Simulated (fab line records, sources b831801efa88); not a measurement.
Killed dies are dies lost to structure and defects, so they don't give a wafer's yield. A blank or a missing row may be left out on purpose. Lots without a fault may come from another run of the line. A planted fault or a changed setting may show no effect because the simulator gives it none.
Which tool did it? | flow sky130 | 7 lots, 21 wafers sampled, at 2 steps of a route of 708

WHAT THE GAUGES READ, wafer by wafer
SKY_SD_P_CD_MEAS_07: target cd 380 nm.
lot  | measured     | on        | cd_nm (nm)
L323 | day 26 21:55 | cd_sem-02 | 382.4 380.3 382.0
L328 | day 28 16:05 | cd_sem-02 | 384.7 382.9 386.2
L332 | day 30 10:42 | cd_sem-01 | - - -
L334 | day 30 17:30 | cd_sem-01 | - - -
L337 | day 31 22:57 | cd_sem-02 | 383.5 381.4 382.2
L339 | day 32 10:42 | cd_sem-01 | 378.8 380.0 380.0
L341 | day 33 01:28 | cd_sem-02 | 381.8 382.6 380.8

WHICH TOOL RAN EACH LOT (tool, then ch and the chambers of the sampled wafers, then the start)
lot  | SKY_SD_P_COAT_02
L323 | litho_track-03 ch 0, day 26 07:40
L328 | litho_track-03 ch 0, day 28 01:29
L332 | litho_track-03, day 29 20:37
L334 | litho_track-01, day 30 03:39
L337 | litho_track-01 ch 0, day 31 09:36
L339 | litho_track-04 ch 0, day 31 20:41
L341 | litho_track-01 ch 0, day 32 12:17
- SKY_SD_P_COAT_02: resist thk 1140 nm.

THE ANSWER, worked out from the rows above alone
Rule: what is usual is taken from the lots themselves. Put in order of their means at a reading, lots are off if they are a third of the lots or fewer, leave a main group of 4 or more, and stand apart from it by a gap of 3 or more times the standard deviation of the main group's means; of several such gaps the widest counts. A main group whose means are all the same, to the digits that the tables above print for the reading, isn't used. A lot without any number at a reading at which 4 lots or more have one is off too. The other lots that the step has rows for count as sound.
Off: L332, L334, at SKY_SD_P_CD_MEAS_07 (cd_nm). Without a number there: L332, L334. The main group: mean 382.0 nm, standard deviation 1.6.
A tool fits if, at a process step before that reading, it ran every lot that is off, and no sound lot after the first of them. The gauges at SKY_SD_P_CD_MEAS_07 are tried like those tools. None of those tried fits.

WHAT THE SIMULATOR HAD PUT IN
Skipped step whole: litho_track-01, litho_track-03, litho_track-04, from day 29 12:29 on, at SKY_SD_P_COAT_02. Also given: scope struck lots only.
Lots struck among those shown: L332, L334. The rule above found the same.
